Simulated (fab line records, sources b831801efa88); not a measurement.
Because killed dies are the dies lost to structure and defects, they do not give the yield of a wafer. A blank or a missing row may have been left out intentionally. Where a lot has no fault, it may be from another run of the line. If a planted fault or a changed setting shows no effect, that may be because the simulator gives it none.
Matching of chambers    flow gf180mcu    GF_V4_CVD_02 on pecvd-02: 3 sister chambers
The step deposits SiO2 from TEOS, target thk 850 nm, time 94.851 s. 3 wafers are shown with their chamber, then 7 later ones without.

WAFERS, EACH WITH ITS CHAMBER
wafer   chamber  heater_power_w (W)
L086.5  1        772
L089.5  2        714
L091.4  0        736

WAFERS WHOSE CHAMBER IS MISSING
wafer   heater_power_w (W)
L091.6  767
L093.1  596
L093.2  760
L093.3  637
L097.2  776
L097.3  596
L097.5  663

CHAMBER TAKEN BY EACH
wafer   from the rows above           in truth
L091.6  can't be placed: 1 or 0 or 2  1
L093.1  can't be placed: 2 or 0 or 1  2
L093.2  can't be placed: 1 or 0 or 2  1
L093.3  can't be placed: 2 or 0 or 1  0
L097.2  can't be placed: 1 or 0 or 2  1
L097.3  can't be placed: 2 or 0 or 1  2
L097.5  can't be placed: 2 or 0 or 1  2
0 of 7 placed correctly. Can't be placed from these rows: 7 (the true chamber is among the candidates in 7). 0 placed wrongly.
How it was worked out, from the rows above alone: a wafer's distance from a chamber is the root of the sum, over the readings, of the square of ((its reading less the chamber's mean) divided by the reading's scatter). The wafer belongs to the nearest chamber; if the next one is less than 2 further off, it can't be placed. For every chamber, the mean is computed from those of its wafers that are shown. The scatter: with one shown wafer a chamber, the root of the mean of the squares of how far each hidden wafer lies from its nearest shown one.
